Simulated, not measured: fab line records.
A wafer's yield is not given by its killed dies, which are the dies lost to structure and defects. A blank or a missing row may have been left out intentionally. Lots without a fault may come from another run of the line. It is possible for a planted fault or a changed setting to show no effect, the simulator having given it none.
fab line records	flow gf180mcu
[record] lots = 24	wafers = 72	lastDay = 34
route steps=602 shown V1@352 V3@443 MIM@513 M5@533
lots untouched by any fault: they come from a run of this same line in which no faults occurred
startH: the number of hours between the record's first day and the start of the first shown wafer of the lot	waitH: hours from the lot's prior step to this one	" same as the row above	L1.1+2: a single row standing in for several wafers	- value missing, or start not given	* or withheld: withheld	< > ~ a bound
route shown NAME@n: NAME is a module with steps in the file, n the number in the route of the first one	usual: mean/standard deviation taken from wafers without a fault	same: alike in all rows	chamber/n: place in a boat	sites: per-site readings	_std_site: the values' standard deviation	_edge_site: inner sites' mean taken away from outer sites' mean	radiusMm: how far each site lies from the wafer's centre	mask NAME#n: copy n	behind: the most recent tool/chamber to have shaped the wafer	hold: what put the lot on hold/how long, in hours/how the hold closed	device: the n, p or np transistor that did not switch	end of line: the same wafers' tests at the end of the route	a step without rows: its recipe alone	killed: dies that structure and defects cost at the first sort, which is not the same as the wafer's yield	map: shows each die of a wafer: x if killed, . if not, _ if none is there
set.NAME: the setting the step ran with; set.NAME@STEP: the setting that earlier step ran with	model.NAME: the simulator's own value behind a step, which no gauge read
a sample of lots followed through the steps of the route, with each step as a table and each wafer as a row
services: from which hour (startH, from the record's first day; less than 0 if before it) a tool's chamber was out of use, for how many hours, and why
[[steps]]
[step GF_V1_ETCH_17]
[recipe] chemistry = C4F8/O2/Ar	maskMaterial = KrF	target = SiO2	stopOn = TiN	sourceW = 1500	biasW = 1200	pressureMtorr = 40	c4f8FlowSccm = withheld	O2_flow_sccm = 6	Ar_flow_sccm = 300	timeS = withheld	targetDepthA = 6300
[usual] oesProductAu = 0.855/0.0049
lot.wafer	tool	chamber	startH	waitH	oesProductAu
L074.1	rieDiel-03	0	-	-	0.857
L074.4	"	3	"	"	0.856
L074.5	"	2	"	"	0.859
L075.3	rieDiel-03	1	-	-	0.847
L075.5	"	1	"	"	0.855
L075.6	"	2	"	"	0.847
L076.2	rieDiel-01	1	-	-	0.855
L076.4	"	3	"	"	0.850
L076.5	"	0	"	"	0.862
L077.1	rieDiel-03	1	-	-	0.849
L077.2	"	2	"	"	0.856
L077.4	"	3	"	"	0.859
L078.1	rieDiel-03	2	-	-	0.864
L078.2	"	3	"	"	0.860
L078.4	"	1	"	"	0.861
L079.1	rieDiel-01	3	-	-	0.860
L079.2	"	0	"	"	0.858
L079.4	"	1	"	"	0.861
L080.2	rieDiel-04	1	-	-	0.863
L080.5	"	2	"	"	0.857
L080.6	"	0	"	"	0.861
L081.1	rieDiel-01	2	-	-	0.856
L081.4	"	1	"	"	0.855
L081.6	"	1	"	"	0.854
L082.1	rieDiel-03	0	-	-	0.857
L082.4	"	0	"	"	0.861
L082.5	"	2	"	"	0.850
L083.1	rieDiel-01	2	-	-	0.862
L083.2	"	3	"	"	0.853
L083.4	"	1	"	"	0.862
L084.1	rieDiel-03	0	-	-	0.858
L084.4	"	2	"	"	0.852
L084.6	"	0	"	"	0.857
L085.2	rieDiel-01	3	-	-	0.858
L085.3	"	2	"	"	0.857
L085.4	"	0	"	"	0.868
L086.4	rieDiel-03	3	-	-	0.858
L086.5	"	0	"	"	0.856
L086.6	"	1	"	"	0.850
L087.1	rieDiel-03	0	-	-	0.855
L087.2	"	1	"	"	0.865
L087.3	"	3	"	"	0.854
L088.1	rieDiel-03	0	-	-	0.853
L088.2	"	2	"	"	0.853
L088.4	"	1	"	"	0.857
L089.3	rieDiel-01	1	-	-	0.856
L089.5	"	1	"	"	0.855
L089.6	"	0	"	"	0.854
L090.2	rieDiel-03	3	-	-	0.858
L090.4	"	3	"	"	0.848
L090.5	"	1	"	"	0.849
L091.1	rieDiel-01	0	-	-	0.853
L091.4	"	1	"	"	0.844
L091.6	"	1	"	"	0.857
L092.2	rieDiel-01	3	-	-	0.850
L092.4	"	0	"	"	0.851
L092.5	"	1	"	"	0.860
L093.1	rieDiel-04	2	-	-	0.847
L093.2	"	1	"	"	0.859
L093.5	"	3	"	"	0.850
L094.1	rieDiel-03	1	-	-	0.856
L094.4	"	0	"	"	0.855
L094.5	"	2	"	"	0.853
L095.1	rieDiel-01	3	-	-	0.854
L095.3	"	1	"	"	0.855
L095.6	"	0	"	"	0.857
L096.1	rieDiel-04	3	-	-	0.857
L096.5	"	0	"	"	0.852
L096.6	"	3	"	"	0.850
L097.2	rieDiel-04	1	-	-	0.852
L097.4	"	3	"	"	0.857
L097.6	"	1	"	"	0.856
[step GF_V3_CD_MEAS_14]
[recipe] targetCdNm = 260
[usual] cdNm = 260.3/0.92
lot.wafer	tool	chamber	startH	waitH	cdNm
L074.1	cdSem-01	-	509.85	0.1	262.1
L074.4	"	-	"	"	261.7
L074.5	"	-	"	"	261.4
L075.3	cdSem-02	-	523.29	0.1	258.4
L075.5	"	-	"	"	258.3
L075.6	"	-	"	"	257.5
L076.2	cdSem-02	-	525.62	0.1	261.0
L076.4	"	-	"	"	258.7
L076.5	"	-	"	"	260.4
L077.1	cdSem-02	-	542.10	0.1	259.9
L077.2	"	-	"	"	260.9
L077.4	"	-	"	"	259.6
L078.1	cdSem-02	-	554.72	0.1	260.8
L078.2	"	-	"	"	260.0
L078.4	"	-	"	"	260.9
L079.1	cdSem-01	-	555.67	0.1	260.9
L079.2	"	-	"	"	260.4
L079.4	"	-	"	"	261.2
L080.2	cdSem-02	-	574.57	0.1	261.4
L080.5	"	-	"	"	260.1
L080.6	"	-	"	"	259.8
L081.1	cdSem-02	-	574.92	0.1	260.9
L081.4	"	-	"	"	260.3
L081.6	"	-	"	"	261.1
L082.1	cdSem-02	-	581.70	0.1	262.5
L082.4	"	-	"	"	261.8
L082.5	"	-	"	"	260.9
L083.1	cdSem-01	-	591.65	0.1	260.3
L083.2	"	-	"	"	260.8
L083.4	"	-	"	"	260.1
L084.1	cdSem-02	-	602.40	0.1	261.3
L084.4	"	-	"	"	260.2
L084.6	"	-	"	"	260.8
L085.2	cdSem-02	-	606.19	0.1	259.4
L085.3	"	-	"	"	259.0
L085.4	"	-	"	"	259.2
L086.4	cdSem-02	-	615.86	0.1	260.8
L086.5	"	-	"	"	261.6
L086.6	"	-	"	"	260.2
L087.1	cdSem-01	-	619.55	0.1	259.4
L087.2	"	-	"	"	259.8
L087.3	"	-	"	"	259.2
L088.1	cdSem-01	-	630.47	0.1	259.4
L088.2	"	-	"	"	259.6
L088.4	"	-	"	"	259.9
L089.3	cdSem-02	-	641.04	0.1	260.4
L089.5	"	-	"	"	260.1
L089.6	"	-	"	"	259.8
L090.2	cdSem-02	-	651.62	0.1	261.2
L090.4	"	-	"	"	260.1
L090.5	"	-	"	"	260.5
L091.1	cdSem-02	-	652.40	0.1	261.5
L091.4	"	-	"	"	260.0
L091.6	"	-	"	"	260.3
L092.2	cdSem-01	-	656.54	0.1	260.3
L092.4	"	-	"	"	260.3
L092.5	"	-	"	"	261.5
L093.1	cdSem-01	-	667.70	0.1	261.4
L093.2	"	-	"	"	261.1
L093.5	"	-	"	"	260.3
L094.1	cdSem-02	-	674.05	0.1	259.1
L094.4	"	-	"	"	259.9
L094.5	"	-	"	"	259.2
L095.1	cdSem-01	-	676.55	0.1	259.6
L095.3	"	-	"	"	259.9
L095.6	"	-	"	"	259.7
L096.1	cdSem-02	-	682.57	0.1	259.4
L096.5	"	-	"	"	259.6
L096.6	"	-	"	"	259.7
L097.2	cdSem-02	-	691.26	0.1	260.0
L097.4	"	-	"	"	260.6
L097.6	"	-	"	"	260.4
[step GF_V3_CVD_23]
[recipe] material = W	targetThkNm = 350	timeS = 104.9	tempC = 400	pressureTorr = 40
[usual] heaterPowerW = 778/37
lot.wafer	tool	chamber	startH	waitH	heaterPowerW	sinceWetCleanH
L074.1	cvdW-01	0	510.80	0.0	737	607
L074.4	"	0	"	"	706	-
L074.5	"	0	"	"	727	-
L075.3	cvdW-02	0	524.24	0.1	815	-
L075.5	"	1	"	"	810	-
L075.6	"	0	"	"	808	-
L076.2	cvdW-01	0	526.52	0.0	696	623
L076.4	"	1	"	"	764	-
L076.5	"	0	"	"	724	-
L077.1	cvdW-02	0	543.01	0.0	810	139
L077.2	"	1	"	"	821	139
L077.4	"	1	"	"	796	-
L078.1	cvdW-02	1	555.65	0.0	812	152
L078.2	"	0	"	"	817	152
L078.4	"	1	"	"	808	-
L079.1	cvdW-01	0	556.58	0.0	728	653
L079.2	"	1	"	"	763	653
L079.4	"	0	"	"	712	-
L080.2	cvdW-02	1	575.53	0.1	792	-
L080.5	"	1	"	"	821	-
L080.6	"	1	"	"	816	-
L081.1	cvdW-01	0	575.83	0.0	734	672
L081.4	"	1	"	"	763	-
L081.6	"	0	"	"	707	-
L082.1	cvdW-02	0	582.61	0.0	818	179
L082.4	"	1	"	"	828	-
L082.5	"	0	"	"	810	-
L083.1	cvdW-02	1	592.57	0.0	829	189
L083.2	"	0	"	"	803	189
L083.4	"	1	"	"	800	-
L084.1	cvdW-01	1	603.36	0.0	778	699
L084.4	"	0	"	"	727	-
L084.6	"	0	"	"	721	-
L085.2	cvdW-02	0	607.10	0.0	794	203
L085.3	"	1	"	"	795	-
L085.4	"	0	"	"	805	-
L086.4	cvdW-01	0	616.75	0.1	714	-
L086.5	"	0	"	"	736	-
L086.6	"	1	"	"	782	-
L087.1	cvdW-02	1	620.47	0.0	804	216
L087.2	"	0	"	"	820	216
L087.3	"	1	"	"	799	-
L088.1	cvdW-01	1	631.48	0.0	761	727
L088.2	"	0	"	"	717	727
L088.4	"	0	"	"	731	-
L089.3	cvdW-01	1	641.96	0.1	767	-
L089.5	"	0	"	"	728	-
L089.6	"	1	"	"	776	-
L090.2	cvdW-02	0	652.51	0.0	792	249
L090.4	"	0	"	"	816	-
L090.5	"	1	"	"	798	-
L091.1	cvdW-01	0	653.38	0.0	712	749
L091.4	"	0	"	"	723	-
L091.6	"	0	"	"	714	-
L092.2	cvdW-01	1	657.43	0.0	774	753
L092.4	"	1	"	"	785	-
L092.5	"	0	"	"	723	-
L093.1	cvdW-01	1	668.62	0.0	772	765
L093.2	"	0	"	"	728	765
L093.5	"	0	"	"	708	-
L094.1	cvdW-02	0	674.97	0.0	815	271
L094.4	"	1	"	"	824	-
L094.5	"	1	"	"	804	-
L095.1	cvdW-02	1	677.47	0.0	827	273
L095.3	"	1	"	"	830	-
L095.6	"	1	"	"	808	-
L096.1	cvdW-01	0	683.48	0.0	733	779
L096.5	"	1	"	"	773	-
L096.6	"	0	"	"	747	-
L097.2	cvdW-02	0	692.50	0.0	815	289
L097.4	"	1	"	"	824	-
L097.6	"	0	"	"	815	-
[step GF_MIM_RS_MEAS_10]
[recipe] thkMeasGauge = four-point-probe	reads = TiN_of_MIM_SPUTTER_09+AlCu_of_MIM_SPUTTER_08+TiN_of_MIM_SPUTTER_07
[usual] MIM_ALCU_RS = 0.1589/0.0018
lot.wafer	tool	chamber	startH	waitH	MIM_ALCU_RS[ohm/sq]
L074.1	filmMetro-01	-	560.33	0.0	0.1584
L074.4	"	-	"	"	0.1592
L074.5	"	-	"	"	0.1572
L075.3	filmMetro-01	-	573.37	0.1	0.1562
L075.5	"	-	"	"	0.1544
L075.6	"	-	"	"	0.1555
L076.2	filmMetro-01	-	575.72	0.0	0.1583
L076.4	"	-	"	"	0.1584
L076.5	"	-	"	"	0.1575
L077.1	filmMetro-03	-	591.60	0.0	0.1590
L077.2	"	-	"	"	0.1628
L077.4	"	-	"	"	0.1593
L078.1	filmMetro-01	-	602.71	0.0	0.1576
L078.2	"	-	"	"	0.1586
L078.4	"	-	"	"	0.1586
L079.1	filmMetro-03	-	603.97	0.0	0.1598
L079.2	"	-	"	"	0.1593
L079.4	"	-	"	"	0.1599
L080.2	filmMetro-03	-	621.73	0.0	0.1603
L080.5	"	-	"	"	0.1587
L080.6	"	-	"	"	0.1579
L081.1	filmMetro-01	-	622.18	0.0	0.1618
L081.4	"	-	"	"	0.1591
L081.6	"	-	"	"	0.1612
L082.1	filmMetro-04	-	628.56	0.0	0.1608
L082.4	"	-	"	"	0.1611
L082.5	"	-	"	"	0.1570
L083.1	filmMetro-01	-	640.12	0.0	0.1577
L083.2	"	-	"	"	0.1558
L083.4	"	-	"	"	0.1579
L084.1	filmMetro-01	-	647.18	0.0	0.1589
L084.4	"	-	"	"	0.1621
L084.6	"	-	"	"	0.1591
L085.2	filmMetro-04	-	651.73	0.0	0.1576
L085.3	"	-	"	"	0.1557
L085.4	"	-	"	"	0.1592
L086.4	filmMetro-04	-	660.50	0.1	0.1579
L086.5	"	-	"	"	0.1606
L086.6	"	-	"	"	0.1560
L087.1	filmMetro-03	-	664.84	0.0	0.1606
L087.2	"	-	"	"	0.1613
L087.3	"	-	"	"	0.1582
L088.1	filmMetro-01	-	674.71	0.0	0.1607
L088.2	"	-	"	"	0.1577
L088.4	"	-	"	"	0.1571
L089.3	filmMetro-01	-	684.61	0.1	0.1582
L089.5	"	-	"	"	0.1613
L089.6	"	-	"	"	0.1579
L090.2	filmMetro-03	-	694.40	0.0	0.1570
L090.4	"	-	"	"	0.1591
L090.5	"	-	"	"	0.1587
L091.1	filmMetro-04	-	694.47	0.0	0.1544
L091.4	"	-	"	"	0.1590
L091.6	"	-	"	"	0.1563
L092.2	filmMetro-03	-	700.07	0.0	0.1598
L092.4	"	-	"	"	0.1561
L092.5	"	-	"	"	0.1598
L093.1	filmMetro-03	-	709.76	0.0	0.1612
L093.2	"	-	"	"	0.1580
L093.5	"	-	"	"	0.1580
L094.1	filmMetro-03	-	714.68	0.0	0.1573
L094.4	"	-	"	"	0.1543
L094.5	"	-	"	"	0.1584
L095.1	filmMetro-04	-	719.20	0.0	0.1591
L095.3	"	-	"	"	0.1585
L095.6	"	-	"	"	0.1596
L096.1	filmMetro-04	-	724.13	0.0	0.1563
L096.5	"	-	"	"	0.1575
L096.6	"	-	"	"	0.1587
L097.2	filmMetro-03	-	732.66	0.0	0.1570
L097.4	"	-	"	"	0.1599
L097.6	"	-	"	"	0.1574
[step GF_M5_CD_MEAS_07]
[recipe] targetCdNm = 280
[usual] cdNm = 280.2/1.4
lot.wafer	tool	chamber	startH	waitH	cdNm
L074.1	cdSem-01	-	602.95	0.1	282.1
L074.4	"	-	"	"	281.3
L074.5	"	-	"	"	281.3
L075.3	cdSem-01	-	615.61	0.1	281.4
L075.5	"	-	"	"	282.1
L075.6	"	-	"	"	281.7
L076.2	cdSem-02	-	617.22	0.1	279.4
L076.4	"	-	"	"	280.0
L076.5	"	-	"	"	280.2
L077.1	cdSem-01	-	632.95	0.1	280.5
L077.2	"	-	"	"	281.2
L077.4	"	-	"	"	280.4
L078.1	cdSem-01	-	643.60	0.1	278.3
L078.2	"	-	"	"	278.8
L078.4	"	-	"	"	278.3
L079.1	cdSem-02	-	644.72	0.1	281.8
L079.2	"	-	"	"	280.0
L079.4	"	-	"	"	280.0
L081.1	cdSem-01	-	661.19	0.1	277.6
L081.4	"	-	"	"	278.9
L081.6	"	-	"	"	278.2
L080.2	cdSem-01	-	662.14	0.1	281.3
L080.5	"	-	"	"	280.6
L080.6	"	-	"	"	281.9
L082.1	cdSem-02	-	667.52	0.1	279.3
L082.4	"	-	"	"	278.6
L082.5	"	-	"	"	279.0
L083.1	cdSem-01	-	678.19	0.2	279.6
L083.2	"	-	"	"	280.8
L083.4	"	-	"	"	281.4
L084.1	cdSem-01	-	684.92	0.1	279.3
L084.4	"	-	"	"	279.9
L084.6	"	-	"	"	279.4
L085.2	cdSem-01	-	690.31	0.1	280.9
L085.3	"	-	"	"	281.1
L085.4	"	-	"	"	281.4
L086.4	cdSem-01	-	698.53	0.1	280.0
L086.5	"	-	"	"	280.9
L086.6	"	-	"	"	281.5
L087.1	cdSem-02	-	702.75	0.1	280.3
L087.2	"	-	"	"	280.2
L087.3	"	-	"	"	278.5
L088.1	cdSem-02	-	711.42	0.1	278.5
L088.2	"	-	"	"	279.7
L088.4	"	-	"	"	278.3
L089.3	cdSem-02	-	721.28	0.1	281.2
L089.5	"	-	"	"	280.8
L089.6	"	-	"	"	280.6
L090.2	cdSem-01	-	730.41	0.1	279.7
L090.4	"	-	"	"	279.1
L090.5	"	-	"	"	279.3
L091.1	cdSem-02	-	732.45	0.1	279.3
L091.4	"	-	"	"	279.2
L091.6	"	-	"	"	279.1
L092.2	cdSem-02	-	735.17	0.1	283.6
L092.4	"	-	"	"	281.2
L092.5	"	-	"	"	281.2
L093.1	cdSem-02	-	744.51	0.1	283.2
L093.2	"	-	"	"	282.4
L093.5	"	-	"	"	283.2
L094.1	cdSem-02	-	748.96	0.1	280.6
L094.4	"	-	"	"	281.0
L094.5	"	-	"	"	280.7
L095.1	cdSem-02	-	754.14	0.1	279.5
L095.3	"	-	"	"	278.8
L095.6	"	-	"	"	280.4
L096.1	cdSem-01	-	757.90	0.1	279.3
L096.5	"	-	"	"	277.9
L096.6	"	-	"	"	278.3
L097.2	cdSem-02	-	765.86	0.1	280.0
L097.4	"	-	"	"	277.9
L097.6	"	-	"	"	279.1
[step GF_M5_OVL_MEAS_08]
[usual] M5_OVL = 3/6.1
lot.wafer	tool	chamber	startH	waitH	M5_OVL[nm]
L074.1	overlay-02	-	603.07	0.1	3
L074.4	"	-	"	"	-8
L074.5	"	-	"	"	8
L075.3	overlay-02	-	615.70	0.1	12
L075.5	"	-	"	"	11
L075.6	"	-	"	"	4
L076.2	overlay-02	-	617.33	0.1	1
L076.4	"	-	"	"	4
L076.5	"	-	"	"	11
L077.1	overlay-01	-	633.07	0.1	-1
L077.2	"	-	"	"	4
L077.4	"	-	"	"	1
L078.1	overlay-01	-	643.72	0.1	4
L078.2	"	-	"	"	2
L078.4	"	-	"	"	0
L079.1	overlay-01	-	644.84	0.1	1
L079.2	"	-	"	"	-5
L079.4	"	-	"	"	7
L081.1	overlay-01	-	661.31	0.1	6
L081.4	"	-	"	"	-2
L081.6	"	-	"	"	2
L080.2	overlay-02	-	662.24	0.1	8
L080.5	"	-	"	"	16
L080.6	"	-	"	"	1
L082.1	overlay-01	-	667.64	0.1	-4
L082.4	"	-	"	"	8
L082.5	"	-	"	"	1
L083.1	overlay-01	-	678.31	0.1	-3
L083.2	"	-	"	"	-6
L083.4	"	-	"	"	-7
L084.1	overlay-02	-	685.04	0.1	1
L084.4	"	-	"	"	10
L084.6	"	-	"	"	7
L085.2	overlay-02	-	690.42	0.1	2
L085.3	"	-	"	"	10
L085.4	"	-	"	"	6
L086.4	overlay-02	-	698.60	0.1	1
L086.5	"	-	"	"	9
L086.6	"	-	"	"	-4
L087.1	overlay-01	-	702.87	0.1	6
L087.2	"	-	"	"	-1
L087.3	"	-	"	"	5
L088.1	overlay-02	-	711.54	0.1	5
L088.2	"	-	"	"	-6
L088.4	"	-	"	"	-4
L089.3	overlay-01	-	721.38	0.1	7
L089.5	"	-	"	"	8
L089.6	"	-	"	"	17
L090.2	overlay-02	-	730.52	0.1	12
L090.4	"	-	"	"	12
L090.5	"	-	"	"	-1
L091.1	overlay-01	-	732.57	0.1	3
L091.4	"	-	"	"	5
L091.6	"	-	"	"	10
L092.2	overlay-01	-	735.28	0.1	8
L092.4	"	-	"	"	4
L092.5	"	-	"	"	-2
L093.1	overlay-01	-	744.63	0.1	15
L093.2	"	-	"	"	4
L093.5	"	-	"	"	10
L094.1	overlay-02	-	749.08	0.1	-5
L094.4	"	-	"	"	3
L094.5	"	-	"	"	-3
L095.1	overlay-02	-	754.26	0.1	9
L095.3	"	-	"	"	3
L095.6	"	-	"	"	13
L096.1	overlay-01	-	758.02	0.1	-7
L096.5	"	-	"	"	0
L096.6	"	-	"	"	4
L097.2	overlay-01	-	765.97	0.1	7
L097.4	"	-	"	"	4
L097.6	"	-	"	"	-1
[[services]]
tool	chamber	startH	hours	kind
cvdW-02	-	390.00	14.0	pm
cvdW-02	0	390.00	14.0	ventCycle
cvdW-02	1	390.00	14.0	ventCycle
cvdW-02	0	404.00	-	clean
cvdW-02	1	404.00	-	clean
cvdW-01	-	447.99	1.8	repair
cvdW-02	-	457.72	5.9	repair
rieDiel-04	3	469.21	10.2	repair
rieDiel-03	3	479.83	30.1	repair
rieDiel-03	2	521.76	3.1	repair
rieDiel-03	2	528.34	2.1	repair
rieDiel-01	3	539.19	2.5	repair
rieDiel-04	0	546.44	2.9	repair
rieDiel-03	2	551.29	23.3	repair
cvdW-02	0	562.86	12.7	repair
cvdW-01	-	569.55	2.8	pm
rieDiel-01	0	586.99	2.4	repair
rieDiel-03	0	615.43	-	clean
rieDiel-03	0	615.43	24.5	scheduledDown
rieDiel-03	-	615.46	2.8	pm
cvdW-02	0	617.11	3.1	repair
rieDiel-01	1	645.20	2.4	repair
rieDiel-01	-	648.73	14.6	pm
cvdW-01	-	669.65	3.8	pm
[[key]]
fault none
